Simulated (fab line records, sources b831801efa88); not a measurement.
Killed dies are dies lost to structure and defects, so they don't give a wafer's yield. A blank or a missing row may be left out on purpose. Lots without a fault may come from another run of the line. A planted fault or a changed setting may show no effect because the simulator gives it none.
Chamber matching | flow sky130 | SKY_FIELD_ISO_ETCH_17 on rie_si-01: 3 sister chambers
The step etches Si in HBr/Cl2/O2, target depth 342 nm, time 97.7 s. 16 wafers are shown with their chamber, then 7 later ones without.

WAFERS WITH THEIR CHAMBER
wafer  | chamber | drypump_motor_current_A (A) | oes_product_au (a.u.) | throttle_valve_pct (%)
L315.1 | 0       | 5.6                         | 0.995                 | 25.667
L315.3 | 2       | 5.2                         | 0.964                 | 25.669
L315.4 | 3       | 5.0                         | 1.017                 | 25.653
L318.1 | 3       | 4.9                         | 1.007                 | 25.646
L318.3 | 0       | 5.6                         | 0.990                 | 25.678
L318.6 | 0       | 5.6                         | 0.993                 | 25.661
L319.2 | 3       | 4.9                         | 1.011                 | 25.668
L319.5 | 3       | 4.9                         | 1.005                 | 25.640
L319.6 | 0       | 5.6                         | 0.990                 | 25.665
L321.1 | 0       | 5.6                         | 0.984                 | 25.672
L321.2 | 3       | 5.0                         | 0.999                 | 25.645
L321.5 | 0       | 5.6                         | 0.976                 | 25.673
L322.1 | 3       | 4.9                         | 1.011                 | 25.648
L322.2 | 0       | 5.6                         | 0.979                 | 25.671
L322.5 | 3       | 4.9                         | 0.998                 | 25.640
L327.1 | 2       | 5.2                         | 0.967                 | 25.679

SIGNATURES (means of the wafers above)
reading                 | chamber 0 | chamber 2 | chamber 3 | scatter within a chamber
drypump_motor_current_A | 5.600     | 5.200     | 4.929     | 0.0331
oes_product_au          | 0.98671   | 0.96550   | 1.00686   | 0.00678
throttle_valve_pct      | 25.66957  | 25.67400  | 25.64857  | 0.00787
Rule: a wafer's distance from a chamber is the root of the sum, over the readings, of the square of ((its reading less the chamber's mean) divided by the reading's scatter). The wafer belongs to the nearest chamber; if the next one is less than 2 further off, it can't be placed. The scatter: the root of (the sum of the squares of (reading less its chamber's mean) over the shown wafers, divided by (wafers less chambers)).

WAFERS WITHOUT THEIR CHAMBER
wafer  | drypump_motor_current_A (A) | oes_product_au (a.u.) | throttle_valve_pct (%)
L327.3 | 5.6                         | 0.982                 | 25.679
L327.4 | 4.9                         | 1.022                 | 25.641
L335.2 | 5.6                         | 0.988                 | 25.655
L335.4 | 5.0                         | 1.001                 | 25.665
L335.6 | 5.3                         | 0.957                 | 25.682
L336.1 | 5.0                         | 0.996                 | 25.647
L336.2 | 5.6                         | 0.990                 | 25.665

WHICH CHAMBER EACH WENT THROUGH
wafer  | from the rows above | in truth
L327.3 | 0                   | 0
L327.4 | 3                   | 3
L335.2 | 0                   | 0
L335.4 | 3                   | 3
L335.6 | 2                   | 2
L336.1 | 3                   | 3
L336.2 | 0                   | 0
Placed correctly: 7 of 7. Can't be placed from these rows: 0. Placed wrongly: 0.
